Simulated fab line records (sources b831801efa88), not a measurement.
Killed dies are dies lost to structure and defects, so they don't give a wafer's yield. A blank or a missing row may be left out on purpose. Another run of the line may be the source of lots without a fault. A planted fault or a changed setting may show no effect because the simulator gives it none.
Matching of chambers | flow gf180mcu | cmp-02 running GF_V1_CMP_04: 4 sister chambers
The step polishes SiO2. 4 wafers are shown with their chamber, then 7 later ones without.

EACH WAFER AND ITS CHAMBER
wafer  | chamber | motorCurrentA (A)
L306.4 | 1       | 10.0
L309.1 | 0       | 13.2
L316.1 | 3       | 12.4
L316.3 | 2       | 12.3

WAFERS WHOSE CHAMBER IS MISSING
wafer  | motorCurrentA (A)
L316.5 | 13.2
L319.2 | 13.1
L319.4 | 10.0
L319.5 | 12.6
L320.2 | 9.8
L320.4 | 12.8
L320.6 | 12.5

THE CHAMBER EACH PASSED THROUGH
wafer  | from the rows above          | in truth
L316.5 | 0                            | 0
L319.2 | 0                            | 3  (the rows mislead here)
L319.4 | 1                            | 1
L319.5 | can't be placed: 3 or 2      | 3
L320.2 | 1                            | 1
L320.4 | can't be placed: 0 or 3 or 2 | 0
L320.6 | can't be placed: 3 or 2      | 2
3 of 7 placed correctly. Not placeable from these rows: 3 (in 3, the candidates include the true chamber). Number placed wrongly: 1.
How it was worked out, from the rows above alone: a wafer's distance from a chamber is the root of the sum, over the readings, of the square of ((its reading less the chamber's mean) divided by the reading's scatter). The wafer belongs to the nearest chamber; if the next one is less than 2 further off, it can't be placed. For every chamber, the mean is computed from those of its wafers that are shown. The scatter: root of mean squared gap, hidden wafer to nearest shown wafer, with one shown wafer a chamber.
